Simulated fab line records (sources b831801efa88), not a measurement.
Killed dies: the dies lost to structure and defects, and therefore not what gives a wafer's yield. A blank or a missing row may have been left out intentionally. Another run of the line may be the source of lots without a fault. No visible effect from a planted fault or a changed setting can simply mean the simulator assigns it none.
Matching of chambers | flow gf180mcu | GF_V5_CMP_26 on cmp-01: 4 sister chambers
The step polishes, stops on SiO2, t overpolish 15 s, target thk 0 nm. 16 wafers are shown with their chamber, then 7 later ones without.

## WAFERS PAIRED WITH THEIR CHAMBERS
wafer  | chamber | motor current A (A) | time to endpoint s (s) | overpolish run s (s)
L592.1 | 3       | 9.1                 | 81                     | 14.996
L592.2 | 0       | 11.5                | 86                     | 14.998
L592.4 | 1       | 11.6                | 78                     | 15.001
L594.3 | 0       | 12.5                | 88                     | 14.996
L594.4 | 2       | 13.0                | 85                     | 15.003
L594.6 | 2       | 12.8                | 86                     | 14.990
L596.4 | 2       | 12.1                | 80                     | 15.008
L596.5 | 2       | 12.6                | 78                     | 15.007
L596.6 | 1       | 11.5                | 79                     | 14.974
L597.3 | 2       | 13.0                | 86                     | 14.999
L597.4 | 1       | 12.1                | 79                     | 15.015
L597.6 | 2       | 13.2                | 79                     | 15.009
L598.1 | 1       | 11.6                | 79                     | 15.000
L598.2 | 2       | 12.2                | 81                     | 14.996
L598.6 | 3       | 8.6                 | 81                     | 14.994
L600.2 | 1       | 11.0                | 83                     | 15.010

SIGNATURES, as means of the wafers listed above
reading            | chamber 0 | chamber 1 | chamber 2 | chamber 3 | scatter within a chamber
motor current A    | 12.000    | 11.560    | 12.700    | 8.850     | 0.438
time to endpoint s | 87.00     | 79.60     | 82.14     | 81.00     | 2.71
overpolish run s   | 14.99700  | 15.00000  | 15.00171  | 14.99500  | 0.0104
Rule: for each reading, subtract the chamber's mean from the wafer's reading, divide by that reading's scatter and square the result; add these up over the readings and take the root, which gives the wafer's distance from the chamber. The wafer belongs to the nearest chamber; if the next one is less than 2 further off, it can't be placed. The scatter: the root of (the sum of the squares of (reading less its chamber's mean) over the shown wafers, divided by (wafers less chambers)).

## WAFERS WITH NO CHAMBER GIVEN
wafer  | motor current A (A) | time to endpoint s (s) | overpolish run s (s)
L600.5 | 12.4                | 94                     | 15.002
L600.6 | 8.3                 | 90                     | 14.988
L601.1 | 11.7                | 84                     | 14.981
L601.2 | 12.7                | 88                     | 15.006
L601.5 | 12.3                | 89                     | 15.000
L602.1 | 11.1                | 84                     | 14.981
L602.6 | 12.7                | 88                     | 14.999

## WHICH CHAMBER EACH WENT THROUGH
wafer  | from the rows above          | in truth
L600.5 | can't be placed: 0 or 2      | 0
L600.6 | 3                            | 3
L601.1 | can't be placed: 0 or 1 or 2 | 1
L601.2 | can't be placed: 0 or 2      | 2
L601.5 | can't be placed: 0 or 2      | 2
L602.1 | can't be placed: 1 or 0 or 2 | 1
L602.6 | can't be placed: 0 or 2      | 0
Correct placement for 1 of the 7. Can't be placed from these rows: 6 (the true chamber is among the candidates in 6). 0 placed wrongly.
